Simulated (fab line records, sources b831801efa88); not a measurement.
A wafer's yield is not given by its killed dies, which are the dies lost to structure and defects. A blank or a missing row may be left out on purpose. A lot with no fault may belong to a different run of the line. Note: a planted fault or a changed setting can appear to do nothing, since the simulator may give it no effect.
Which tool is to blame? / flow sky130 / 14 lots, 42 wafers sampled, at 5 steps of a route of 708

WHAT THE GAUGES READ, wafer by wafer
SKY_POLY_GATE_THK_MEAS_01.
lot=L779; measured=day 14 03:53; on=film-metro-02; POLY_GATE_CVD_00_THK (nm)=179.7 178.9 179.9
lot=L782; measured=day 15 14:36; on=film-metro-01; POLY_GATE_CVD_00_THK (nm)=177.3 177.5 177.1
lot=L784; measured=day 16 00:27; on=film-metro-03; POLY_GATE_CVD_00_THK (nm)=183.0 180.7 178.6
lot=L786; measured=day 16 17:58; on=film-metro-02; POLY_GATE_CVD_00_THK (nm)=177.8 178.5 178.7
lot=L788; measured=day 17 05:46; on=film-metro-03; POLY_GATE_CVD_00_THK (nm)=179.3 180.9 178.3
lot=L789; measured=day 17 16:14; on=film-metro-02; POLY_GATE_CVD_00_THK (nm)=182.7 180.5 181.5
lot=L790; measured=day 18 01:54; on=film-metro-01; POLY_GATE_CVD_00_THK (nm)=182.2 182.1 181.5
lot=L791; measured=day 19 09:22; on=film-metro-02; POLY_GATE_CVD_00_THK (nm)=180.3 180.4 178.5
lot=L792; measured=day 19 09:23; on=film-metro-03; POLY_GATE_CVD_00_THK (nm)=179.4 179.8 180.0
lot=L793; measured=day 19 21:01; on=film-metro-02; POLY_GATE_CVD_00_THK (nm)=180.0 179.8 181.3
lot=L794; measured=day 20 03:22; on=film-metro-01; POLY_GATE_CVD_00_THK (nm)=177.9 177.9 177.9
lot=L795; measured=day 20 04:33; on=film-metro-02; POLY_GATE_CVD_00_THK (nm)=179.0 180.0 179.1
lot=L797; measured=day 20 14:06; on=film-metro-01; POLY_GATE_CVD_00_THK (nm)=177.3 178.1 178.1
lot=L801; measured=day 22 01:57; on=film-metro-02; POLY_GATE_CVD_00_THK (nm)=183.4 182.5 181.0

SKY_POLY_GATE_OVL_MEAS_14.
lot=L779; measured=day 16 12:27; on=overlay-02; POLY_GATE_OVL (nm)=-1 -6 -1
lot=L782; measured=day 18 04:38; on=overlay-01; POLY_GATE_OVL (nm)=-4 -6 2
lot=L784; measured=day 18 19:02; on=overlay-02; POLY_GATE_OVL (nm)=-1 -5 -2
lot=L786; measured=day 19 06:33; on=overlay-02; POLY_GATE_OVL (nm)=-8 -7 -7
lot=L788; measured=day 19 20:56; on=overlay-02; POLY_GATE_OVL (nm)=-2 -2 -9
lot=L789; measured=day 20 07:50; on=overlay-01; POLY_GATE_OVL (nm)=-5 -1 -4
lot=L790; measured=day 20 16:41; on=overlay-01; POLY_GATE_OVL (nm)=-7 -13 -3
lot=L791; measured=day 22 00:53; on=overlay-02; POLY_GATE_OVL (nm)=-10 -5 -11
lot=L792; measured=day 22 00:08; on=overlay-01; POLY_GATE_OVL (nm)=-1 6 2
lot=L793; measured=day 22 11:50; on=overlay-02; POLY_GATE_OVL (nm)=1 4 8
lot=L794; measured=day 22 17:50; on=overlay-01; POLY_GATE_OVL (nm)=2 -2 -3
lot=L795; measured=day 22 19:08; on=overlay-01; POLY_GATE_OVL (nm)=6 6 5
lot=L797; measured=day 23 04:35; on=overlay-02; POLY_GATE_OVL (nm)=-14 -4 -16
lot=L801; measured=day 24 19:53; on=overlay-02; POLY_GATE_OVL (nm)=-2 -8 -4

SKY_LDD_HVN_TW_MEAS_10.
lot=L779; measured=day 20 09:14; on=film-metro-03; LDD_HVN_TW=1411 1402 1401
lot=L782; measured=day 22 03:58; on=film-metro-01; LDD_HVN_TW=1429 1432 1426
lot=L784; measured=day 22 18:58; on=film-metro-01; LDD_HVN_TW=1420 1429 1425
lot=L786; measured=day 23 07:10; on=film-metro-01; LDD_HVN_TW=1421 1435 1430
lot=L788; measured=day 23 19:55; on=film-metro-01; LDD_HVN_TW=1433 1428 1424
lot=L789; measured=day 24 07:22; on=film-metro-01; LDD_HVN_TW=1437 1437 1433
lot=L790; measured=day 24 15:28; on=film-metro-03; LDD_HVN_TW=1407 1412 1413
lot=L791; measured=day 25 22:16; on=film-metro-02; LDD_HVN_TW=1449 1444 1454
lot=L792; measured=day 25 21:13; on=film-metro-03; LDD_HVN_TW=1403 1406 1405
lot=L793; measured=day 26 08:24; on=film-metro-03; LDD_HVN_TW=1408 1405 1408
lot=L794; measured=day 26 14:07; on=film-metro-03; LDD_HVN_TW=1407 354 358
lot=L795; measured=day 26 15:36; on=film-metro-01; LDD_HVN_TW=1438 1449 360
lot=L797; measured=day 27 00:40; on=film-metro-01; LDD_HVN_TW=1433 1427 1429
lot=L801; measured=day 28 15:55; on=film-metro-02; LDD_HVN_TW=1454 1452 1445

WHAT TOOL EACH LOT RAN ON (gives the tool, then ch and the chambers of the sampled wafers, and finally the start)
lot=L779; SKY_RES_PROTECT_STRIP_07=plasma-asher-02 ch 0,1, day 15 06:29; SKY_LDD_HVN_DEVELOP_06=litho-track-02 ch 0, day 20 08:49
lot=L782; SKY_RES_PROTECT_STRIP_07=plasma-asher-02 ch 0,1, day 16 18:48; SKY_LDD_HVN_DEVELOP_06=litho-track-01 ch 0, day 22 03:34
lot=L784; SKY_RES_PROTECT_STRIP_07=plasma-asher-02 ch 0,1, day 17 04:25; SKY_LDD_HVN_DEVELOP_06=litho-track-01 ch 0, day 22 18:32
lot=L786; SKY_RES_PROTECT_STRIP_07=plasma-asher-02 ch 0,1, day 17 22:21; SKY_LDD_HVN_DEVELOP_06=litho-track-01 ch 0, day 23 06:46
lot=L788; SKY_RES_PROTECT_STRIP_07=plasma-asher-04 ch 0,1, day 18 10:34; SKY_LDD_HVN_DEVELOP_06=litho-track-02 ch 0, day 23 19:28
lot=L789; SKY_RES_PROTECT_STRIP_07=plasma-asher-03 ch 0,1, day 18 22:37; SKY_LDD_HVN_DEVELOP_06=litho-track-02 ch 0, day 24 06:57
lot=L790; SKY_RES_PROTECT_STRIP_07=plasma-asher-03 ch 0, day 19 08:16; SKY_LDD_HVN_DEVELOP_06=litho-track-03 ch 0, day 24 15:02
lot=L791; SKY_RES_PROTECT_STRIP_07=plasma-asher-03 ch 0,1, day 20 15:22; SKY_LDD_HVN_DEVELOP_06=litho-track-02 ch 0, day 25 21:49
lot=L792; SKY_RES_PROTECT_STRIP_07=plasma-asher-04 ch 0,1, day 20 15:42; SKY_LDD_HVN_DEVELOP_06=litho-track-01 ch 0, day 25 20:49
lot=L793; SKY_RES_PROTECT_STRIP_07=plasma-asher-04 ch 0,1, day 21 03:40; SKY_LDD_HVN_DEVELOP_06=litho-track-03 ch 0, day 26 07:58
lot=L794; SKY_RES_PROTECT_STRIP_07=plasma-asher-04 ch 0,1, day 21 09:42; SKY_LDD_HVN_DEVELOP_06=litho-track-03 ch 0, day 26 13:43
lot=L795; SKY_RES_PROTECT_STRIP_07=plasma-asher-03 ch 0,1, day 21 10:49; SKY_LDD_HVN_DEVELOP_06=litho-track-03 ch 0, day 26 15:10
lot=L797; SKY_RES_PROTECT_STRIP_07=plasma-asher-04 ch 0,1, day 21 20:13; SKY_LDD_HVN_DEVELOP_06=litho-track-01 ch 0, day 27 00:14
lot=L801; SKY_RES_PROTECT_STRIP_07=plasma-asher-02 ch 0,1, day 23 08:16; SKY_LDD_HVN_DEVELOP_06=litho-track-02 ch 0, day 28 15:28
- SKY_RES_PROTECT_STRIP_07: strips in O2/N2.
- SKY_LDD_HVN_DEVELOP_06: develop time 60 s.

WHAT THE TOOLS THEMSELVES READ (means of the sampled wafers that have a number; where no wafer has one, the mark that the record gives instead)
SKY_RES_PROTECT_STRIP_07.
lot=L779; tool=plasma-asher-02; drypump-motor-current-A (A)=5.7; oes-product-au (a.u.)=0.518; strip-time-to-endpoint-s (s)=23.27
lot=L782; tool=plasma-asher-02; drypump-motor-current-A (A)=5.7; oes-product-au (a.u.)=0.517; strip-time-to-endpoint-s (s)=23.25
lot=L784; tool=plasma-asher-02; drypump-motor-current-A (A)=5.7; oes-product-au (a.u.)=0.523; strip-time-to-endpoint-s (s)=23.28
lot=L786; tool=plasma-asher-02; drypump-motor-current-A (A)=5.7; oes-product-au (a.u.)=0.516; strip-time-to-endpoint-s (s)=23.30
lot=L788; tool=plasma-asher-04; drypump-motor-current-A (A)=6.7; oes-product-au (a.u.)=0.515; strip-time-to-endpoint-s (s)=23.31
lot=L789; tool=plasma-asher-03; drypump-motor-current-A (A)=5.6; oes-product-au (a.u.)=0.517; strip-time-to-endpoint-s (s)=23.30
lot=L790; tool=plasma-asher-03; drypump-motor-current-A (A)=4.9; oes-product-au (a.u.)=0.517; strip-time-to-endpoint-s (s)=23.24
lot=L791; tool=plasma-asher-03; drypump-motor-current-A (A)=5.6; oes-product-au (a.u.)=0.517; strip-time-to-endpoint-s (s)=23.32
lot=L792; tool=plasma-asher-04; drypump-motor-current-A (A)=6.7; oes-product-au (a.u.)=0.518; strip-time-to-endpoint-s (s)=23.36
lot=L793; tool=plasma-asher-04; drypump-motor-current-A (A)=6.6; oes-product-au (a.u.)=0.516; strip-time-to-endpoint-s (s)=23.32
lot=L794; tool=plasma-asher-04; drypump-motor-current-A (A)=6.6; oes-product-au (a.u.)=0.519; strip-time-to-endpoint-s (s)=23.28
lot=L795; tool=plasma-asher-03; drypump-motor-current-A (A)=5.3; oes-product-au (a.u.)=0.511; strip-time-to-endpoint-s (s)=23.30
lot=L797; tool=plasma-asher-04; drypump-motor-current-A (A)=6.7; oes-product-au (a.u.)=0.517; strip-time-to-endpoint-s (s)=23.29
lot=L801; tool=plasma-asher-02; drypump-motor-current-A (A)=5.7; oes-product-au (a.u.)=0.521; strip-time-to-endpoint-s (s)=23.31

THE ANSWER, worked out from the rows above alone
Rule: the usual values come from the lots themselves. The widest of any qualifying gaps counts: lots, ordered by their means at a reading, are off when they make up no more than a third of the lots, leave a main group of 4 or more, and stand apart from it by 3 or more times the standard deviation of that group's means. A main group is skipped when, at the precision printed for the reading in the tables above, its means are all equal. A lot without any number at a reading at which 4 lots or more have one is off too. Where the step has rows for the other lots, those lots are counted as sound. Order of review: gauges by route order, followed by the tools' own readings, for which a lot's mean as printed above is used. The first step at which some lot is off is used, and at that step the reading that is off furthest; a lot without a number counts as furthest.
Off: at SKY_LDD_HVN_TW_MEAS_10 (LDD_HVN_TW), L794, L795. The main group: mean 1425, standard deviation 15.
If a tool, at a process step before that reading, ran all the lots that are off and no sound lot after the first of them, it fits. Gauges at SKY_LDD_HVN_TW_MEAS_10: tried the same way as those tools. One fits: litho-track-03 at SKY_LDD_HVN_DEVELOP_06. Its last sound lot is L793 (day 26 07:58), its first lot that is off L794 (day 26 13:43): a fault that began between those two fits.

WHAT THE SIMULATOR PUT IN
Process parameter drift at SKY_LDD_HVN_DEVELOP_06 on litho-track-03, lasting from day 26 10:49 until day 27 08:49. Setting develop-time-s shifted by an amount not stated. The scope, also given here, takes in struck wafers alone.
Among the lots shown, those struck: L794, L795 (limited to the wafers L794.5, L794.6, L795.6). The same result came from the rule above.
